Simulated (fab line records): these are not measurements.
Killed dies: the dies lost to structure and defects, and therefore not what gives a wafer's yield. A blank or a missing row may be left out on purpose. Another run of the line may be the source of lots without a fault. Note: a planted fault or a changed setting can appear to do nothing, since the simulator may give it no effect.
fab line records | flow sky130
[record] lots = 12 wafers = 36 last_day = 50
route steps=708 shown PWDE@84 VT_ADJUST_HVTP@93 VT_ADJUST_NCORE@127 SONOS_ONO@168 PAD_OPEN@708
lots untouched by any fault: they come from a run of this same line in which no faults occurred
start_h: the number of hours between the record's first day and the start of the first shown wafer of the lot | wait_h: time in hours since the lot's previous step | " repeats the value in the row above | L1.1+2: a row that stands for several wafers | - no value present, or no start provided | * or withheld: withheld | < > ~ a bound
route shown NAME@n: NAME is a module with steps in the file, n the number in the route of the first one | usual: the fault-free wafers' mean and standard deviation | same: alike in all rows | chamber/n: place in a boat | sites: the reading at each site | _std_site: standard deviation of those values | _edge_site: mean of outer sites minus mean of inner sites | radius_mm: for every site, how far away it sits from the centre of the wafer | mask NAME#n: copy n | behind: the most recent tool/chamber to have shaped the wafer | hold: reason for holding the lot/hours on hold/outcome of the hold | device: names the non-switching transistor (n, p or np) | end of line: the tests these same wafers got at the end of their route | step lacking rows: just its recipe | killed: at the first sort, the dies lost to defects and structure; wafer yield is something else | map: a wafer's dies, marking killed ones x, the rest . and places with no die _
set.NAME: the setting that was run; set.NAME@STEP: the one run at that earlier step | model.NAME: the simulator's own value behind a step, which no gauge read
steps of the route over a sample of lots; a table a step, a row a wafer
services: from which hour (start_h, from the record's first day; less than 0 if before it) a tool's chamber was out of use, for how many hours, and why
[[steps]]
[step SKY_NWELL_RS_MEAS_31]
[recipe] thk_meas_gauge = four-point-probe
[usual] PWDE_RS = 5276/19
// columns lot.wafer tool chamber start_h wait_h PWDE_RS[ohm/sq]
L339.2 film_metro-03 - 107.89 0.1 5290
L339.4 " - " " 5274
L339.5 " - " " 5280
L340.1 film_metro-02 - 116.64 0.1 5263
L340.3 " - " " 5265
L340.5 " - " " 5277
L341.2 film_metro-01 - 119.59 0.1 5284
L341.4 " - " " 5278
L341.5 " - " " 5255
L343.1 film_metro-03 - 132.62 0.1 5280
L343.5 " - " " 5286
L343.6 " - " " 5296
L344.2 film_metro-03 - 140.34 0.1 5264
L344.4 " - " " 5276
L344.6 " - " " 5278
L349.1 film_metro-02 - 172.89 0.1 5292
L349.3 " - " " 5280
L349.4 " - " " 5285
L351.2 film_metro-01 - 190.16 0.1 5250
L351.5 " - " " 5236
L351.6 " - " " 5231
L356.1 film_metro-02 - 214.74 0.1 5296
L356.3 " - " " 5292
L356.5 " - " " 5291
L357.1 film_metro-01 - 221.32 0.1 5250
L357.5 " - " " 5262
L357.6 " - " " 5264
L358.1 film_metro-02 - 224.14 0.1 5278
L358.3 " - " " 5270
L358.4 " - " " 5268
L360.1 film_metro-02 - 242.64 0.1 5255
L360.2 " - " " 5277
L360.6 " - " " 5275
L361.3 film_metro-03 - 248.93 0.1 5254
L361.5 " - " " 5229
L361.6 " - " " 5244
[step SKY_VT_ADJUST_HVTP_OVL_MEAS_08]
[usual] VT_ADJUST_HVTP_OVL = 0.1/1.2
// columns lot.wafer tool chamber start_h wait_h VT_ADJUST_HVTP_OVL[nm]
L339.2 overlay-01 - 125.83 0.1 1.6
L339.4 " - " " 0.0
L339.5 " - " " -0.8
L340.1 overlay-01 - 135.51 0.1 2.0
L340.3 " - " " 3.2
L340.5 " - " " -0.2
L341.2 overlay-01 - 138.31 0.1 2.4
L341.4 " - " " 2.3
L341.5 " - " " 1.4
L343.1 overlay-01 - 151.66 0.1 -0.2
L343.5 " - " " 0.8
L343.6 " - " " 0.7
L344.2 overlay-02 - 160.06 0.1 -0.7
L344.4 " - " " -2.2
L344.6 " - " " -1.0
L349.1 overlay-02 - 193.13 0.1 -0.3
L349.3 " - " " -0.5
L349.4 " - " " 0.3
L351.2 overlay-02 - 211.91 0.1 -0.4
L351.5 " - " " -3.0
L351.6 " - " " -1.5
L356.1 overlay-01 - 237.23 0.1 2.8
L356.3 " - " " 1.7
L356.5 " - " " 1.7
L357.1 overlay-02 - 243.32 0.1 -1.4
L357.5 " - " " -1.2
L357.6 " - " " -1.2
L358.1 overlay-02 - 246.51 0.1 -0.7
L358.3 " - " " -0.1
L358.4 " - " " -0.9
L360.1 overlay-01 - 264.91 0.1 -0.9
L360.2 " - " " 0.4
L360.6 " - " " -1.1
L361.3 overlay-02 - 272.62 0.1 0.4
L361.5 " - " " 0.3
L361.6 " - " " 0.2
[step SKY_VT_ADJUST_NCORE_OVL_MEAS_08]
[usual] VT_ADJUST_NCORE_OVL = 0.4/1.2
// columns lot.wafer tool chamber start_h wait_h VT_ADJUST_NCORE_OVL[nm]
L339.2 overlay-01 - 184.26 0.1 1.9
L339.4 " - " " 0.6
L339.5 " - " " 1.5
L340.1 overlay-02 - 195.81 0.1 1.9
L340.3 " - " " 1.0
L340.5 " - " " 2.8
L341.2 overlay-01 - 199.18 0.1 1.0
L341.4 " - " " 0.1
L341.5 " - " " 0.8
L343.1 overlay-02 - 212.91 0.1 1.1
L343.5 " - " " 0.9
L343.6 " - " " 0.8
L344.2 overlay-02 - 222.36 0.1 1.6
L344.4 " - " " 0.5
L344.6 " - " " 1.6
L349.1 overlay-01 - 260.15 0.1 0.0
L349.3 " - " " -1.0
L349.4 " - " " -0.6
L351.2 overlay-01 - 280.36 0.1 2.1
L351.5 " - " " -1.2
L351.6 " - " " 0.7
L356.1 overlay-01 - 310.38 0.1 -1.6
L356.3 " - " " 0.8
L356.5 " - " " 0.2
L357.1 overlay-01 - 316.83 0.1 2.0
L357.5 " - " " 0.2
L357.6 " - " " 2.1
L358.1 overlay-01 - 321.25 0.1 -0.6
L358.3 " - " " -0.7
L358.4 " - " " -0.6
L360.1 overlay-01 - 342.05 0.1 1.4
L360.2 " - " " -0.6
L360.6 " - " " 0.1
L361.3 overlay-02 - 350.44 0.1 -2.3
L361.5 " - " " -2.4
L361.6 " - " " -3.5
[step SKY_SONOS_ONO_OXIDATION_00]
[recipe] temp_c = 800 ambient = O2 idle_temp_c = 700 ramp_up_c_per_min = 10 ramp_down_c_per_min = 3 stabilise_s = 600 purge_s = 300 target_thk_a = 26 ox_time_s = 1249
[usual] ramp_down_c_per_min = 3.0001/0.00054 spike_tc_bottom_C = 819.5/2.3 spike_tc_centre_C = 801.3/1.1 spike_tc_lower_C = 800.7/1 spike_tc_top_C = 814.9/1.4 spike_tc_upper_C = 799.6/1.2 zone_power_centre_pct = 14.75/0.2 zone_power_lower_pct = 14.66/0.16
// columns lot.wafer tool chamber start_h wait_h ramp_down_c_per_min spike_tc_bottom_C spike_tc_centre_C spike_tc_lower_C spike_tc_top_C spike_tc_upper_C zone_power_centre_pct zone_power_lower_pct
L339.2 furnace-01 0 252.91 2.1 2.9997 821.6 800.5 801.2 815.4 800.7 14.82 14.92
L339.4 " 0 " " 3.0002 821.4 801.5 799.7 814.9 801.0 14.54 14.66
L339.5 " 0 " " 3.0002 823.7 803.6 800.8 815.5 799.7 14.95 14.55
L340.1 furnace-01 0 264.59 1.4 3.0003 820.0 803.0 801.9 815.8 799.7 14.75 14.54
L340.3 " 0 " " 2.9999 820.8 801.6 801.8 815.4 800.3 14.91 14.52
L340.5 " 0 " " 3.0006 821.3 801.3 801.3 814.2 800.3 15.02 14.49
L341.2 furnace-02 0 269.90 1.1 2.9995 817.1 800.6 799.4 815.1 798.6 14.54 14.55
L341.4 " 0 " " 3.0005 818.5 800.2 801.6 813.5 796.6 14.47 14.77
L341.5 " 0 " " 3.0005 817.4 800.4 800.0 813.2 799.5 14.61 14.49
L343.1 furnace-01 0 283.13 0.0 3.0007 821.6 802.3 799.8 816.6 799.6 15.04 14.60
L343.5 " 0 " " 3.0012 821.0 802.1 801.8 816.1 799.8 14.56 14.71
L343.6 " 0 " " 2.9999 821.8 800.8 802.0 816.7 800.5 14.98 14.85
L344.2 furnace-02 0 294.56 0.0 3.0010 818.2 799.5 802.6 815.2 800.3 14.47 14.59
L344.4 " 0 " " 3.0007 817.1 801.3 800.1 813.0 798.7 14.82 14.61
L344.6 " 0 " " 3.0002 816.6 801.4 798.8 813.2 799.9 14.73 14.59
L349.1 furnace-01 0 338.20 1.0 3.0009 831.4 812.6 811.6 826.9 808.2 15.21 15.01
L349.3 " 0 " " 3.0002 831.8 811.7 812.0 827.0 811.8 15.36 15.15
L349.4 " 0 " " 3.0006 831.6 811.5 810.7 826.6 808.2 15.40 15.49
L351.2 furnace-01 0 359.71 0.0 3.0002 831.3 812.3 810.5 826.8 809.9 15.50 15.18
L351.5 " 0 " " 2.9998 831.9 811.9 811.3 825.2 809.0 15.26 15.37
L351.6 " 0 " " 2.9996 832.5 813.0 810.5 826.0 813.1 15.31 15.17
L356.1 furnace-02 0 391.68 0.0 3.0004 817.3 801.2 799.0 813.3 800.9 14.33 14.65
L356.3 " 0 " " 3.0006 816.8 800.9 799.5 815.7 801.3 14.59 14.58
L356.5 " 0 " " 3.0005 816.7 800.9 800.4 813.7 800.2 14.55 14.65
L357.1 furnace-02 0 399.87 1.7 2.9999 816.8 799.0 800.0 813.6 798.7 14.40 14.69
L357.5 " 0 " " 2.9997 817.8 800.7 800.7 813.7 797.3 14.60 14.50
L357.6 " 0 " " 3.0006 816.2 801.6 801.8 814.5 798.5 14.34 14.54
L358.1 furnace-02 0 403.79 0.4 2.9998 817.0 800.8 801.3 813.3 800.4 14.64 14.82
L358.3 " 0 " " 3.0001 817.7 801.2 800.3 813.9 800.0 14.84 14.95
L358.4 " 0 " " 3.0001 818.8 801.5 799.4 814.1 799.6 14.63 14.73
L360.1 furnace-02 0 428.64 1.9 3.0001 816.7 801.8 801.5 814.8 799.7 14.72 14.47
L360.2 " 0 " " 2.9991 816.4 800.3 801.4 813.3 797.8 14.62 14.23
L360.6 " 0 " " 2.9999 817.0 801.4 801.6 813.7 798.0 14.72 14.49
L361.3 furnace-01 0 437.46 0.6 3.0005 820.8 802.4 799.9 816.1 800.3 14.87 14.66
L361.5 " 0 " " 2.9992 821.4 801.8 800.6 815.2 800.5 14.99 14.54
L361.6 " 0 " " 3.0002 821.7 801.4 800.2 815.1 801.0 14.77 14.70
[step SKY_SONOS_ONO_THK_MEAS_01]
[recipe] reads = SiO2_of_SONOS_ONO_OXIDATION_00
[usual] SONOS_ONO_OXIDATION_THK = 2.60/0.062
// columns lot.wafer tool chamber start_h wait_h SONOS_ONO_OXIDATION_THK[nm]
L339.2 film_metro-02 - 254.27 0.0 2.51
L339.4 " - " " 2.47
L339.5 " - " " 2.51
L340.1 film_metro-04 - 265.94 0.0 2.61
L340.3 " - " " 2.61
L340.5 " - " " 2.65
L341.2 film_metro-04 - 271.26 0.0 2.61
L341.4 " - " " 2.56
L341.5 " - " " 2.62
L343.1 film_metro-03 - 284.48 0.0 2.56
L343.5 " - " " 2.64
L343.6 " - " " 2.57
L344.2 film_metro-04 - 295.92 0.0 2.58
L344.4 " - " " 2.63
L344.6 " - " " 2.62
L349.1 film_metro-04 - 339.54 0.0 2.94
L349.3 " - " " 3.03
L349.4 " - " " 2.93
L351.2 film_metro-04 - 361.07 0.0 3.11
L351.5 " - " " 3.08
L351.6 " - " " 3.01
L356.1 film_metro-04 - 393.03 0.0 2.65
L356.3 " - " " 2.59
L356.5 " - " " 2.62
L357.1 film_metro-03 - 401.22 0.0 2.52
L357.5 " - " " 2.52
L357.6 " - " " 2.60
L358.1 film_metro-03 - 405.14 0.0 2.59
L358.3 " - " " 2.62
L358.4 " - " " 2.57
L360.1 film_metro-04 - 429.99 0.0 2.65
L360.2 " - " " 2.57
L360.6 " - " " 2.60
L361.3 film_metro-03 - 438.83 0.0 2.54
L361.5 " - " " 2.55
L361.6 " - " " 2.59
[step SKY_PAD_OPEN_PROBE_99]
[usual] killed_at_M0_to_M3 = 43/6.5 killed_at_M4_up = 3.1/1.8 killed_at_contacts = 24/4.8 killed_at_front_end = 15/4.7 killed_at_other = 0.3/0.58 killed_dies = 86/8.6 killed_open = 47/6.7 killed_short = 39/6.1
[same] gross_dies = 492 killed_at_back_side = 0
// columns lot.wafer tool chamber start_h wait_h killed_at_M0_to_M3 killed_at_M4_up killed_at_contacts killed_at_front_end killed_at_other killed_dies killed_open killed_short
L357.1 prober-01 - 1177.89 0.1 38 1 27 14 0 80 39 41
L357.5 prober-01 - 1178.09 0.2 35 3 28 18 0 84 48 36
L357.6 prober-01 - 1178.14 0.2 34 3 25 16 0 78 47 31
// killed by level:class
L357.1 CONTACT:geometric_particle:short=9 CONTACT:geometric_particle:open=8 METAL2:geometric_particle:short=8 METAL1:geometric_particle:short=7 VIA2:geometric_particle:open=7 LI_CONTACT:geometric_particle:open=6 VIA3:geometric_particle:open=5 FIELD_ISO:geometric_particle:open=3
L357.5 VIA1:geometric_particle:open=11 CONTACT:geometric_particle:open=9 LI_CONTACT:geometric_particle:open=7 CONTACT:geometric_particle:short=7 VIA3:geometric_particle:open=6 POLY_GATE:geometric_particle:short=6 METAL1:geometric_particle:short=5 VIA3:geometric_particle:short=4
L357.6 CONTACT:geometric_particle:open=10 VIA1:geometric_particle:open=10 CONTACT:geometric_particle:short=7 POLY_GATE:geometric_particle:short=6 VIA3:geometric_particle:open=5 FIELD_ISO:geometric_particle:open=4 LI_CONTACT:geometric_particle:open=4 VIA1:geometric_particle:short=4
[[services]]
// columns tool chamber start_h hours kind
furnace-01 - 312.77 3.1 pm
furnace-02 - 362.81 3.2 pm
furnace-02 - 365.90 5.5 repair
furnace-02 - 374.39 3.4 pm
furnace-01 - 379.52 3.5 pm
[[key]]
[first_sign] step = SKY_SONOS_ONO_OXIDATION_00 reading = spike_tc_lower_C direction = up sigmas = 10 usual = 800.7 struck = 811.1
[effect] step = SKY_SONOS_ONO_OXIDATION_00 reading = spike_tc_centre_C direction = up sigmas = 10 usual = 801.3 struck = 812.2
[effect] step = SKY_SONOS_ONO_THK_MEAS_01 reading = SONOS_ONO_OXIDATION_THK direction = up sigmas = 6.7 usual = 2.60 struck = 3.02
met_at SKY_SONOS_ONO_OXIDATION_00
struck_lots L349,L351
tester_left_out L349,L351
not_acting_at SKY_NWELL_RS_MEAS_31,SKY_VT_ADJUST_HVTP_OVL_MEAS_08,SKY_VT_ADJUST_NCORE_OVL_MEAS_08
onset_between 283.13 338.20
[fault] kind = process_parameter_drift tool = furnace-01 chamber = - onset_h = 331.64 steps = SKY_SONOS_ONO_OXIDATION_00 channel = temp_c offset = * shape = step end_h = 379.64 acts_in = * stated = *
// tester_left_out: of these lots the tester's yield and bins aren't shown, on N5 and GAA mostly nor the transistor test; their killed dies are dies lost to structure and defects alone, not to doping, threshold or leakage, so they don't give the yield
